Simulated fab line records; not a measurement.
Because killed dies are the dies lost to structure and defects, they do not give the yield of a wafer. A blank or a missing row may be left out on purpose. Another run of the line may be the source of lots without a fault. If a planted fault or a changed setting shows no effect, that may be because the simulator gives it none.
What tool caused it? :: flow sky130 :: 33 wafers from 11 lots sampled at 5 of the route's 708 steps

WHAT THE GAUGES SHOWED, per wafer
SKY_VIA4_RS_MEAS_19: the measuring method here is four-point-probe. Usual: VIA4_W_RS typically reads 0.2256 ohm/sq, with standard deviation 0.0023.
lot: L342
measured: day 42 23:14
on: film-metro-03
VIA4_W_RS (ohm/sq): 0.2208 0.2271 0.2225
flag: 

lot: L343
measured: day 44 12:16
on: film-metro-01
VIA4_W_RS (ohm/sq): 0.2263 0.2287 0.2234
flag: 

lot: L347
measured: day 44 19:34
on: film-metro-01
VIA4_W_RS (ohm/sq): 0.2239 0.2234 0.2246
flag: 

lot: L346
measured: day 44 22:11
on: film-metro-01
VIA4_W_RS (ohm/sq): 0.2285 0.2251 0.2251
flag: 

lot: L348
measured: day 45 04:30
on: film-metro-03
VIA4_W_RS (ohm/sq): 0.2228 0.2251 0.2274
flag: 

lot: L351
measured: day 45 08:38
on: film-metro-01
VIA4_W_RS (ohm/sq): 0.2234 0.2246 0.2265
flag: 

lot: L352
measured: day 45 19:04
on: film-metro-01
VIA4_W_RS (ohm/sq): 0.2271 0.2228 0.2246
flag: 

lot: L353
measured: day 45 20:19
on: film-metro-01
VIA4_W_RS (ohm/sq): 0.2235 0.2237 0.2246
flag: 

lot: L354
measured: day 46 04:54
on: film-metro-01
VIA4_W_RS (ohm/sq): 0.2287 0.2278 0.2241
flag: 

lot: L359
measured: day 47 13:31
on: film-metro-01
VIA4_W_RS (ohm/sq): 0.2262 0.2217 0.2273
flag: 

lot: L362
measured: day 47 23:54
on: film-metro-03
VIA4_W_RS (ohm/sq): 0.2289 0.2217 0.2220
flag: 

SKY_PASSIVATION_THK_MEAS_03. Usual: PASSIVATION_CVD_02_THK typically reads 543 nm, with standard deviation 7.5.
lot: L342
measured: day 43 23:34
on: film-metro-03
PASSIVATION_CVD_02_THK (nm): 546 553 559
flag: 

lot: L343
measured: day 45 12:03
on: film-metro-02
PASSIVATION_CVD_02_THK (nm): 533 545 551
flag: 

lot: L347
measured: day 45 19:02
on: film-metro-04
PASSIVATION_CVD_02_THK (nm): 543 552 554
flag: 

lot: L346
measured: day 45 21:22
on: film-metro-03
PASSIVATION_CVD_02_THK (nm): 532 536 546
flag: 

lot: L348
measured: day 46 03:31
on: film-metro-03
PASSIVATION_CVD_02_THK (nm): 535 536 542
flag: 

lot: L351
measured: day 46 06:19
on: film-metro-04
PASSIVATION_CVD_02_THK (nm): 531 546 536
flag: 

lot: L352
measured: day 46 17:23
on: film-metro-04
PASSIVATION_CVD_02_THK (nm): 622 549 550 622 549 551
flag: OFF

lot: L353
measured: day 46 19:07
on: film-metro-03
PASSIVATION_CVD_02_THK (nm): 529 544 551
flag: 

lot: L354
measured: day 47 03:08
on: film-metro-03
PASSIVATION_CVD_02_THK (nm): 633 627 553 632 627 552
flag: OFF

lot: L359
measured: day 48 09:55
on: film-metro-03
PASSIVATION_CVD_02_THK (nm): 540 544 549
flag: 

lot: L362
measured: day 48 20:52
on: film-metro-02
PASSIVATION_CVD_02_THK (nm): 543 550 539
flag: 

TOOL THAT RAN EACH LOT (tool first, then ch and the chambers of the sampled wafers, then the start)
lot: L342
SKY_VIA4_CMP_21: cmp-01 ch 1,2,3, day 42 23:28
SKY_METAL5_SPUTTER_03: pvd-sputter-02, day 42 23:49
SKY_PASSIVATION_CVD_02: pecvd-02 ch 1,2, day 43 23:21

lot: L343
SKY_VIA4_CMP_21: cmp-01 ch 0,1,2, day 44 12:33
SKY_METAL5_SPUTTER_03: pvd-sputter-02, day 44 12:51
SKY_PASSIVATION_CVD_02: pecvd-04 ch 0,1,2, day 45 11:49

lot: L347
SKY_VIA4_CMP_21: cmp-02 ch 0,1, day 44 20:04
SKY_METAL5_SPUTTER_03: pvd-sputter-03, day 44 20:25
SKY_PASSIVATION_CVD_02: pecvd-02 ch 0,2, day 45 18:49

lot: L346
SKY_VIA4_CMP_21: cmp-02 ch 1,3, day 44 23:01
SKY_METAL5_SPUTTER_03: pvd-sputter-03, day 44 23:25
SKY_PASSIVATION_CVD_02: pecvd-04 ch 0,1,2, day 45 21:07

lot: L348
SKY_VIA4_CMP_21: cmp-01 ch 2,3, day 45 04:38
SKY_METAL5_SPUTTER_03: pvd-sputter-01, day 45 05:02
SKY_PASSIVATION_CVD_02: pecvd-01 ch 0,1,2, day 46 03:16

lot: L351
SKY_VIA4_CMP_21: cmp-01 ch 1,2, day 45 08:52
SKY_METAL5_SPUTTER_03: pvd-sputter-01, day 45 09:13
SKY_PASSIVATION_CVD_02: pecvd-01 ch 0,1,2, day 46 06:05

lot: L352
SKY_VIA4_CMP_21: cmp-01 ch 0,1, day 45 19:15
SKY_METAL5_SPUTTER_03: pvd-sputter-03, day 45 19:36
SKY_PASSIVATION_CVD_02: pecvd-01 ch 0,1,2, day 46 17:08

lot: L353
SKY_VIA4_CMP_21: cmp-01 ch 0,1,3, day 45 20:29
SKY_METAL5_SPUTTER_03: pvd-sputter-02, day 45 20:53
SKY_PASSIVATION_CVD_02: pecvd-04 ch 0,2, day 46 18:53

lot: L354
SKY_VIA4_CMP_21: cmp-01 ch 0,2,3, day 46 05:23
SKY_METAL5_SPUTTER_03: pvd-sputter-02, day 46 05:41
SKY_PASSIVATION_CVD_02: pecvd-01 ch 0,2, day 47 02:55

lot: L359
SKY_VIA4_CMP_21: cmp-02 ch 0,1,2, day 47 13:41
SKY_METAL5_SPUTTER_03: pvd-sputter-02, day 47 14:05
SKY_PASSIVATION_CVD_02: pecvd-04 ch 0,1, day 48 09:40

lot: L362
SKY_VIA4_CMP_21: cmp-02 ch 0,1,2, day 48 00:05
SKY_METAL5_SPUTTER_03: pvd-sputter-02, day 48 00:29
SKY_PASSIVATION_CVD_02: pecvd-04 ch 0,2, day 48 20:32
- SKY_VIA4_CMP_21: polishes, stops on SiO2, t overpolish 25 s, target thk 0 nm.
- SKY_METAL5_SPUTTER_03: material Ti, target thk 5 nm, time 3.3 s.
- SKY_PASSIVATION_CVD_02: deposits Si3N4, target thk 540 nm.

AS READ BY THE TOOLS THEMSELVES (means over the sampled wafers that have a number; for cases with no such wafer, the mark the record gives instead)
SKY_VIA4_CMP_21. Usual: motor-current-A 10.7 A, standard deviation 1.4; overpolish-run-s 24.999 s, standard deviation 0.0093; retaining-ring-pressure-frac 1.000, standard deviation 0.005; time-to-endpoint-s 127 s, standard deviation 5.6.
lot: L342
tool: cmp-01
motor-current-A (A): 10.6
overpolish-run-s (s): 24.999
retaining-ring-pressure-frac: 1.002
time-to-endpoint-s (s): 128
flag: 

lot: L343
tool: cmp-01
motor-current-A (A): 10.5
overpolish-run-s (s): 24.997
retaining-ring-pressure-frac: 1.002
time-to-endpoint-s (s): 122
flag: 

lot: L347
tool: cmp-02
motor-current-A (A): 11.5
overpolish-run-s (s): 24.997
retaining-ring-pressure-frac: 0.997
time-to-endpoint-s (s): 129
flag: 

lot: L346
tool: cmp-02
motor-current-A (A): 10.2
overpolish-run-s (s): 25.002
retaining-ring-pressure-frac: 1.000
time-to-endpoint-s (s): 126
flag: 

lot: L348
tool: cmp-01
motor-current-A (A): 11.7
overpolish-run-s (s): 24.987
retaining-ring-pressure-frac: 1.000
time-to-endpoint-s (s): 125
flag: 

lot: L351
tool: cmp-01
motor-current-A (A): 12.0
overpolish-run-s (s): 24.998
retaining-ring-pressure-frac: 0.995
time-to-endpoint-s (s): 127
flag: 

lot: L352
tool: cmp-01
motor-current-A (A): 9.5
overpolish-run-s (s): 24.999
retaining-ring-pressure-frac: 1.000
time-to-endpoint-s (s): 123
flag: 

lot: L353
tool: cmp-01
motor-current-A (A): 9.8
overpolish-run-s (s): 24.999
retaining-ring-pressure-frac: 0.997
time-to-endpoint-s (s): 126
flag: 

lot: L354
tool: cmp-01
motor-current-A (A): 10.5
overpolish-run-s (s): 25.004
retaining-ring-pressure-frac: 1.002
time-to-endpoint-s (s): 133
flag: 

lot: L359
tool: cmp-02
motor-current-A (A): 11.5
overpolish-run-s (s): 24.999
retaining-ring-pressure-frac: 1.006
time-to-endpoint-s (s): 132
flag: 

lot: L362
tool: cmp-02
motor-current-A (A): 11.5
overpolish-run-s (s): 24.992
retaining-ring-pressure-frac: 1.002
time-to-endpoint-s (s): 131
flag: 

SKY_METAL5_SPUTTER_03. Usual: throttle-valve-pct 29.9 %, standard deviation 1.6.
lot: L342
tool: pvd-sputter-02
throttle-valve-pct (%): 29.7
flag: 

lot: L343
tool: pvd-sputter-02
throttle-valve-pct (%): 28.3
flag: 

lot: L347
tool: pvd-sputter-03
throttle-valve-pct (%): 30.6
flag: 

lot: L346
tool: pvd-sputter-03
throttle-valve-pct (%): 30.1
flag: 

lot: L348
tool: pvd-sputter-01
throttle-valve-pct (%): 30.4
flag: 

lot: L351
tool: pvd-sputter-01
throttle-valve-pct (%): 30.4
flag: 

lot: L352
tool: pvd-sputter-03
throttle-valve-pct (%): 29.8
flag: 

lot: L353
tool: pvd-sputter-02
throttle-valve-pct (%): 28.4
flag: 

lot: L354
tool: pvd-sputter-02
throttle-valve-pct (%): 30.7
flag: 

lot: L359
tool: pvd-sputter-02
throttle-valve-pct (%): 28.7
flag: 

lot: L362
tool: pvd-sputter-02
throttle-valve-pct (%): 28.8
flag: 

SKY_PASSIVATION_CVD_02. Usual: heater-power-w 729 W, standard deviation 80.
lot: L342
tool: pecvd-02
heater-power-w (W): 777
flag: 

lot: L343
tool: pecvd-04
heater-power-w (W): 681
flag: 

lot: L347
tool: pecvd-02
heater-power-w (W): 726
flag: 

lot: L346
tool: pecvd-04
heater-power-w (W): 738
flag: 

lot: L348
tool: pecvd-01
heater-power-w (W): 748
flag: 

lot: L351
tool: pecvd-01
heater-power-w (W): 706
flag: 

lot: L352
tool: pecvd-01
heater-power-w (W): 767
flag: 

lot: L353
tool: pecvd-04
heater-power-w (W): 698
flag: 

lot: L354
tool: pecvd-01
heater-power-w (W): 764
flag: 

lot: L359
tool: pecvd-04
heater-power-w (W): 732
flag: 

lot: L362
tool: pecvd-04
heater-power-w (W): 707
flag: 

THE ANSWER, worked out from the rows above alone
Rule: lot off if the mean of its wafers having a number is beyond 3 standard deviations from the usual mean. A lot without any number at a reading at which 4 lots or more have one is off too. All remaining lots with rows at the step are treated as sound. Order of review: gauges by route order, followed by the tools' own readings, for which a lot's mean as printed above is used. At the first step where some lot is off, the reading lying furthest off is the one used; lots without a number count as furthest.
Off: L352, L354, at SKY_PASSIVATION_THK_MEAS_03 (PASSIVATION_CVD_02_THK).
If a tool, at a process step before that reading, ran all the lots that are off and no sound lot after the first of them, it fits. Those tools and the gauges at SKY_PASSIVATION_THK_MEAS_03 are tried in the same way. One candidate fits, namely pecvd-01 at SKY_PASSIVATION_CVD_02. Its last sound lot is L351 (day 46 06:05), its first lot that is off L352 (day 46 17:08): a fault that began between those two fits.

WHAT THE SIMULATOR PUT IN
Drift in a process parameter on pecvd-01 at SKY_PASSIVATION_CVD_02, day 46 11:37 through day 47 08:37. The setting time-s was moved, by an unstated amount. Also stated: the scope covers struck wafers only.
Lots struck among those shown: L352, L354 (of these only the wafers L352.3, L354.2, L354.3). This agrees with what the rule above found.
